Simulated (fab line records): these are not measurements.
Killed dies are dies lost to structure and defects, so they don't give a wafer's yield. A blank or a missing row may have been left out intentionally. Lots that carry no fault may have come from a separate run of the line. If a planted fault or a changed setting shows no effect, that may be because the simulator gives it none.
fab line records ; flow gf180mcu
record lots=5; wafers=15; last-day=34
route steps=602 shown M4@474 V4@476
lots with no fault: from the same line, run without faults
start-h: the number of hours between the record's first day and the start of the first shown wafer of the lot ; wait-h: hours from the lot's prior step to this one ; " the same as in the row above ; L1.1+2: a row that stands for several wafers ; - value missing, or start not given ; * or withheld: withheld ; < > ~ a bound
route shown NAME@n: NAME is a module with steps in the file, n the number in the route of the first one ; usual: mean and standard deviation over wafers with no fault ; same: alike in all rows ; chamber/n: place in a boat ; sites: per-site readings ; _std_site: standard deviation across them ; _edge_site: inner sites' mean taken away from outer sites' mean ; radius-mm: how far each site lies from the wafer's centre ; mask NAME#n: copy n ; behind: the last tool/chamber to shape the wafer ; hold: cause of the lot's hold/its duration in hours/its outcome ; device: transistor that didn't switch, given as n, p or np ; end of line: tests of these same wafers at the route's end ; where a step has no rows: the recipe by itself ; killed: count of dies lost to structure and defects at first sort (not the wafer's yield) ; map: dies across one wafer; x = killed, . = not, _ = none there
set.NAME: the setting the step ran with; set.NAME@STEP: the setting that earlier step ran with ; model.NAME: the simulator's own value behind a step, which no gauge read
lots seen at some steps along the route; tables by step, rows by wafer
services: from which hour (start-h, from the record's first day; less than 0 if before it) a tool's chamber was out of use, for how many hours, and why
## steps
# step GF_M4_STRIP_18
# recipe chemistry=post-etch-residue-remover; time-s=1200; temp-c=72.5
lot.wafer;tool;chamber;start-h;wait-h
L076.2+3+4;wet-bench-03;2;556.63;0.1
L077.1+5+6;wet-bench-03;2;563.53;0.1
L085.1+2+5;wet-bench-04;3;628.03;0.1
L094.3+4+6;wet-bench-04;0;699.03;0.0
L096.1+4+5;wet-bench-04;3;711.96;0.1
# step GF_M4_CLEAN_19
# recipe chemistry=DIW; dry=n2-spin
lot.wafer;tool;chamber;start-h;wait-h
L076.2+3+4;wet-bench-04;0;556.97;0.0
L077.1+5+6;wet-bench-01;1;563.87;0.0
L085.1+2+5;wet-bench-01;3;628.37;0.0
L094.3+4+6;wet-bench-03;0;699.37;0.0
L096.1+4+5;wet-bench-01;0;712.30;0.0
# step GF_V4_CVD_00
# recipe material=SiO2; target-thk-nm=600; sigma-open-frac=0.3; temp-c=400; time-s=100; sih4-flow-sccm=60; pressure-mtorr=6
lot.wafer;tool;chamber;start-h;wait-h
L076.2+3+4;hdpcvd-01;0,1,2;557.06;0.0
L077.1+5+6;hdpcvd-02;0,2,0;563.97;0.0
L085.1+2+5;hdpcvd-02;0,1,2;628.46;0.0
L094.3+4+6;hdpcvd-02;1,2,1;699.46;0.0
L096.1+4+5;hdpcvd-01;2,0,2;712.40;0.0
# step GF_V4_THK_MEAS_01
# recipe reads=SiO2_of_V4_CVD_00
# usual V4_CVD_00_THK=604/5.8
lot.wafer;tool;chamber;start-h;wait-h;V4_CVD_00_THK[nm]
L076.2;film-metro-02;-;557.15;0.0;606
L076.3;film-metro-02;-;557.15;0.0;604
L076.4;film-metro-02;-;557.15;0.0;600
L077.1;film-metro-01;-;564.04;0.0;607
L077.5;film-metro-01;-;564.04;0.0;595
L077.6;film-metro-01;-;564.04;0.0;598
L085.1;film-metro-02;-;628.54;0.0;604
L085.2;film-metro-02;-;628.54;0.0;599
L085.5;film-metro-02;-;628.54;0.0;607
L094.3;film-metro-01;-;699.55;0.1;610
L094.4;film-metro-01;-;699.55;0.1;607
L094.6;film-metro-01;-;699.55;0.1;605
L096.1;film-metro-04;-;712.47;0.0;601
L096.4;film-metro-04;-;712.47;0.0;603
L096.5;film-metro-04;-;712.47;0.0;608
# step GF_V4_CVD_02
# recipe material=SiO2; target-thk-nm=850; precursor=TEOS; temp-c=400; time-s=94.851; rf-w=600
# usual heater-power-w=638/73
lot.wafer;tool;chamber;start-h;wait-h;heater-power-w
L076.2;pecvd-04;2;557.20;0.0;555
L076.3;pecvd-04;2;557.20;0.0;619
L076.4;pecvd-04;1;557.20;0.0;639
L077.1;pecvd-03;1;564.10;0.1;606
L077.5;pecvd-03;0;564.10;0.1;733
L077.6;pecvd-03;2;564.10;0.1;774
L085.1;pecvd-04;0;628.60;0.1;665
L085.2;pecvd-04;1;628.60;0.1;735
L085.5;pecvd-04;0;628.60;0.1;732
L094.3;pecvd-02;0;699.59;0.0;630
L094.4;pecvd-02;2;699.59;0.0;617
L094.6;pecvd-02;1;699.59;0.0;541
L096.1;pecvd-03;1;712.53;0.1;555
L096.4;pecvd-03;0;712.53;0.1;598
L096.5;pecvd-03;1;712.53;0.1;590
# step GF_V4_THK_MEAS_03
# recipe reads=SiO2_of_V4_CVD_02
# usual V4_CVD_02_THK=848/10
lot.wafer;tool;chamber;start-h;wait-h;V4_CVD_02_THK[nm]
L076.2;film-metro-04;-;557.31;0.1;833
L076.3;film-metro-04;-;557.31;0.1;849
L076.4;film-metro-04;-;557.31;0.1;851
L077.1;film-metro-02;-;564.17;0.0;828
L077.5;film-metro-02;-;564.17;0.0;851
L077.6;film-metro-02;-;564.17;0.0;853
L085.1;film-metro-01;-;628.70;0.1;829
L085.2;film-metro-01;-;628.70;0.1;839
L085.5;film-metro-01;-;628.70;0.1;850
L094.3;film-metro-02;-;699.68;0.1;833
L094.4;film-metro-02;-;699.68;0.1;853
L094.6;film-metro-02;-;699.68;0.1;865
L096.1;film-metro-02;-;712.60;0.0;839
L096.4;film-metro-02;-;712.60;0.0;854
L096.5;film-metro-02;-;712.60;0.0;853
# step GF_V4_CMP_04
# recipe material=SiO2; down-force-psi=4; platen-rpm=60; pad-velocity-m-s=0.94248
# usual motor-current-A=12.0/1.1; slurry-flow-ml-min=150.0/0.44; time-to-endpoint-s=80/6.2
lot.wafer;tool;chamber;start-h;wait-h;motor-current-A;slurry-flow-ml-min;time-to-endpoint-s
L076.2;cmp-01;1;557.36;0.0;10.8;150.3;80
L076.3;cmp-01;2;557.36;0.0;10.6;150.2;87
L076.4;cmp-01;3;557.36;0.0;12.9;150.1;86
L077.1;cmp-02;1;564.23;0.1;12.9;150.2;73
L077.6;cmp-02;1;564.23;0.1;12.5;150.1;84
L077.5;cmp-02;2;564.23;0.1;11.0;150.4;84
L085.2;cmp-02;2;628.76;0.0;11.2;150.1;74
L085.1;cmp-02;3;628.76;0.0;12.6;149.6;71
L085.5;cmp-02;3;628.76;0.0;12.9;150.2;79
L094.4;cmp-01;1;699.72;0.0;11.2;150.1;76
L094.3;cmp-01;3;699.72;0.0;13.2;149.5;68
L094.6;cmp-01;2;699.72;0.0;9.9;150.0;78
L096.4;cmp-01;0;712.66;0.0;14.0;150.8;73
L096.1;cmp-01;2;712.66;0.0;10.5;150.1;71
L096.5;cmp-01;0;712.66;0.0;14.0;150.7;70
# step GF_V4_BOW_MEAS_05
# recipe mode=bow
# usual V4_BOW=136/8.8
lot.wafer;tool;chamber;start-h;wait-h;V4_BOW[um]
L076.2;film-metro-04;-;557.68;0.3;133
L076.3;film-metro-04;-;557.68;0.3;138
L076.4;film-metro-04;-;557.68;0.3;140
L077.1;film-metro-01;-;564.53;0.2;132
L077.5;film-metro-01;-;564.53;0.2;141
L077.6;film-metro-01;-;564.53;0.2;132
L085.1;film-metro-04;-;629.06;0.2;141
L085.2;film-metro-04;-;629.06;0.2;125
L085.5;film-metro-04;-;629.06;0.2;134
L094.3;film-metro-02;-;700.06;0.2;131
L094.4;film-metro-02;-;700.06;0.2;128
L094.6;film-metro-02;-;700.06;0.2;133
L096.1;film-metro-01;-;712.96;0.1;150
L096.4;film-metro-01;-;712.96;0.1;149
L096.5;film-metro-01;-;712.96;0.1;133
# step GF_V4_DEHYDRATE_06
# recipe temp-c=200; time-s=60
lot.wafer;tool;chamber;start-h;wait-h
L076.2+3+4;litho-track-02;0;568.48;10.8
L077.1+5+6;litho-track-03;0;574.30;9.7
L085.1+2+5;litho-track-02;0;638.50;9.4
L094.3+4+6;litho-track-01;0;708.55;8.5
L096.1+4+5;litho-track-03;0;721.34;8.4
# step GF_V4_HMDS_07
# recipe prime-time-s=60; prime-temp-c=120
lot.wafer;tool;chamber;start-h;wait-h
L076.2+3+4;litho-track-02;0;568.63;0.1
L077.1+5+6;litho-track-03;0;574.45;0.1
L085.1+2+5;litho-track-02;0;638.65;0.1
L094.3+4+6;litho-track-01;0;708.70;0.1
L096.1+4+5;litho-track-03;0;721.49;0.1
## services
tool;chamber;start-h;hours;kind
hdpcvd-02;-;539.25;15.0;pm
hdpcvd-02;0;539.25;15.0;vent-cycle
hdpcvd-02;1;539.25;15.0;vent-cycle
hdpcvd-02;2;539.25;15.0;vent-cycle
hdpcvd-02;0;554.25;-;clean
hdpcvd-02;1;554.25;-;clean
hdpcvd-02;2;554.25;-;clean
pecvd-04;0;555.02;32.0;repair
cmp-01;-;572.12;4.0;pm
cmp-02;-;572.78;2.2;repair
hdpcvd-02;-;573.22;1.6;repair
cmp-02;-;574.47;0.5;repair
pecvd-03;-;591.12;14.0;pm
cmp-02;-;598.45;3.0;repair
pecvd-02;-;602.90;1.4;repair
pecvd-03;-;604.43;0.7;repair
hdpcvd-02;-;607.11;0.8;repair
hdpcvd-01;0;617.26;7.6;repair
pecvd-04;2;628.45;13.1;repair
cmp-01;-;637.96;14.3;pm
wet-bench-04;-;661.00;2.5;repair
cmp-01;-;693.95;4.7;pm
pecvd-02;-;702.20;0.2;repair
hdpcvd-02;0;706.23;2.3;repair
## key
fault none
